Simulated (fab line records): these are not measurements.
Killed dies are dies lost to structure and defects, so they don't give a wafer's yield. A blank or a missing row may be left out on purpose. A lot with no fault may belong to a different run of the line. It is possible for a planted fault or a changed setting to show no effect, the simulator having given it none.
Which tool was responsible? | flow sky130 | 14 lots, 42 wafers sampled, at 5 steps of a route of 708

WHAT THE GAUGES READ, wafer by wafer
SKY_NWELL_TW_MEAS_26. Usual: NWELL_2_TW typically reads 497, with standard deviation 4.4.
lot  | measured     | on            | NWELL_2_TW  | flag
L208 | day 5 05:20  | film-metro-01 | 494 494 499 |
L209 | day 5 12:49  | film-metro-04 | 496 493 495 |
L211 | day 5 23:35  | film-metro-04 | 497 493 496 |
L212 | day 6 07:43  | film-metro-04 | 492 489 491 |
L213 | day 6 14:11  | film-metro-01 | 494 496 496 |
L214 | day 7 02:14  | film-metro-01 | 496 499 496 |
L216 | day 7 09:37  | film-metro-01 | 500 498 497 |
L215 | day 7 09:59  | film-metro-01 | 499 499 498 |
L219 | day 8 03:04  | film-metro-01 | 495 500 496 |
L221 | day 8 16:55  | film-metro-04 | 491 491 492 |
L223 | day 9 04:13  | film-metro-01 | 498 498 498 |
L225 | day 9 21:19  | film-metro-01 | 499 496 498 |
L229 | day 10 17:17 | film-metro-02 | 499 499 502 |
L230 | day 10 19:08 | film-metro-04 | 488 492 488 |

SKY_SONOS_TUNNEL_CD_MEAS_07: target cd 410 nm. Usual: 410.5 nm for cd-nm, sd 2.3.
lot  | measured     | on        | cd-nm (nm)        | flag
L208 | day 11 13:52 | cd-sem-02 | 411.0 408.1 410.4 |
L209 | day 11 14:58 | cd-sem-02 | 409.1 408.1 408.7 |
L211 | day 12 11:58 | cd-sem-02 | 406.3 406.3 405.9 |
L212 | day 12 15:46 | cd-sem-01 | 410.4 410.2 412.2 |
L213 | day 12 18:04 | cd-sem-02 | 408.1 410.0 408.5 |
L214 | day 13 17:01 | cd-sem-01 | 409.4 412.8 413.3 |
L216 | day 13 19:53 | cd-sem-01 | 407.0 408.2 409.5 |
L215 | day 13 21:50 | cd-sem-02 | 412.1 412.4 413.2 |
L219 | day 14 20:58 | cd-sem-02 | 413.3 411.4 412.4 |
L221 | day 15 22:28 | cd-sem-02 | 412.2 413.4 413.2 |
L223 | day 16 05:17 | cd-sem-01 | 389.3 387.0 386.7 | OFF
L225 | day 17 03:11 | cd-sem-01 | 382.8 385.2 385.2 | OFF
L229 | day 18 09:06 | cd-sem-01 | 407.0 408.3 406.6 |
L230 | day 18 12:07 | cd-sem-02 | 408.2 410.6 412.2 |

SKY_POLY_CUT_CD_MEAS_08: target cd 270 nm. Usual: 269.7 nm for cd-nm, sd 1.5.
lot  | measured     | on        | cd-nm (nm)        | flag
L208 | day 24 12:33 | cd-sem-01 | 268.9 270.1 269.3 |
L209 | day 24 12:47 | cd-sem-02 | 269.6 269.1 269.5 |
L211 | day 25 10:35 | cd-sem-01 | 272.1 271.9 271.3 |
L212 | day 25 17:10 | cd-sem-02 | 268.9 267.1 267.0 |
L213 | day 25 20:52 | cd-sem-02 | 267.3 267.0 268.9 |
L214 | day 26 22:43 | cd-sem-02 | 268.9 270.5 268.0 |
L216 | day 26 22:49 | cd-sem-01 | 270.1 269.9 270.3 |
L215 | day 27 01:20 | cd-sem-01 | 270.2 271.3 269.7 |
L219 | day 28 02:24 | cd-sem-01 | 271.1 271.6 272.4 |
L221 | day 29 01:31 | cd-sem-01 | 270.1 270.6 270.8 |
L223 | day 29 09:17 | cd-sem-01 | 268.7 267.5 268.6 |
L225 | day 30 05:16 | cd-sem-02 | 268.1 269.4 269.1 |
L229 | day 31 12:15 | cd-sem-01 | 268.4 268.6 269.8 |
L230 | day 31 14:10 | cd-sem-01 | 269.0 269.4 269.2 |

SKY_RES_XHIGH_TW_MEAS_09. Usual: RES_XHIGH_TW typically reads 1643, with standard deviation 15.
lot  | measured     | on            | RES_XHIGH_TW   | flag
L208 | day 27 00:38 | film-metro-04 | 1614 1613 1613 |
L209 | day 27 00:47 | film-metro-03 | 1636 1642 1630 |
L211 | day 27 21:17 | film-metro-02 | 1666 1660 1660 |
L212 | day 28 03:19 | film-metro-02 | 1658 1661 1655 |
L213 | day 28 07:43 | film-metro-03 | 1653 1649 1653 |
L214 | day 29 08:34 | film-metro-03 | 1640 1648 1634 |
L216 | day 29 08:36 | film-metro-02 | 1656 1656 1658 |
L215 | day 29 10:38 | film-metro-03 | 1647 1637 1637 |
L219 | day 30 09:44 | film-metro-02 | 1666 1658 1647 |
L221 | day 31 09:34 | film-metro-04 | 1622 1630 1635 |
L223 | day 31 18:02 | film-metro-02 | 1657 1661 1662 |
L225 | day 32 12:17 | film-metro-03 | 1636 1638 1639 |
L229 | day 33 18:32 | film-metro-03 | 1636 1631 1648 |
L230 | day 33 20:42 | film-metro-02 | 1647 1655 1663 |

WHAT TOOL EACH LOT RAN ON (gives the tool, then ch and the chambers of the sampled wafers, and finally the start)
lot  | SKY_SONOS_TUNNEL_DEVELOP_06
L208 | litho-track-03 ch 0, day 11 13:43
L209 | litho-track-04 ch 0, day 11 14:49
L211 | litho-track-03 ch 0, day 12 11:49
L212 | litho-track-04 ch 0, day 12 15:37
L213 | litho-track-04 ch 0, day 12 17:55
L214 | litho-track-01 ch 0, day 13 16:53
L216 | litho-track-03 ch 0, day 13 19:44
L215 | litho-track-01 ch 0, day 13 21:41
L219 | litho-track-03 ch 0, day 14 20:49
L221 | litho-track-04 ch 0, day 15 22:19
L223 | litho-track-03 ch 0, day 16 05:08
L225 | litho-track-03 ch 0, day 17 03:02
L229 | litho-track-01 ch 0, day 18 08:58
L230 | litho-track-04 ch 0, day 18 11:58
- SKY_SONOS_TUNNEL_DEVELOP_06: develop time 60 s.

WHAT THE TOOLS THEMSELVES READ (means of the sampled wafers that have a number; where no wafer has one, the mark that the record gives instead)
SKY_SONOS_TUNNEL_DEVELOP_06. Usual: 22.99 C for chill-plate-temp-C, sd 0.11.
lot  | tool           | chill-plate-temp-C (C) | flag
L208 | litho-track-03 | 22.83                  |
L209 | litho-track-04 | 22.83                  |
L211 | litho-track-03 | 23.11                  |
L212 | litho-track-04 | 23.09                  |
L213 | litho-track-04 | 23.09                  |
L214 | litho-track-01 | 23.13                  |
L216 | litho-track-03 | 23.10                  |
L215 | litho-track-01 | 22.95                  |
L219 | litho-track-03 | 23.01                  |
L221 | litho-track-04 | 22.91                  |
L223 | litho-track-03 | 23.01                  |
L225 | litho-track-03 | 22.89                  |
L229 | litho-track-01 | 23.03                  |
L230 | litho-track-04 | 22.88                  |

THE ANSWER, worked out from the rows above alone
Rule: a lot is off if the mean of its wafers that have a number lies more than 3 standard deviations from the usual mean. Also off: a lot with no number at a reading for which 4 or more lots have one. All remaining lots with rows at the step are treated as sound. First the gauges in route order, then the tools' own readings, where a lot's mean is used as printed above. The first step at which some lot is off is used, and at that step the reading that is off furthest; a lot without a number counts as furthest.
Off: L223, L225, at SKY_SONOS_TUNNEL_CD_MEAS_07 (cd-nm).
If a tool, at a process step before that reading, ran all the lots that are off and no sound lot after the first of them, it fits. Those tools and the gauges at SKY_SONOS_TUNNEL_CD_MEAS_07 are tried in the same way. One fits: SKY_SONOS_TUNNEL_DEVELOP_06 on litho-track-03. Its last sound lot is L219 (day 14 20:49), its first lot that is off L223 (day 16 05:08): a fault that began between those two fits.

WHAT WAS PUT IN BY THE SIMULATOR
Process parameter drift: litho-track-03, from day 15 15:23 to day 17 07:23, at SKY_SONOS_TUNNEL_DEVELOP_06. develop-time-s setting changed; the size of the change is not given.
Shown lots that were struck: L223, L225. The same result came from the rule above.
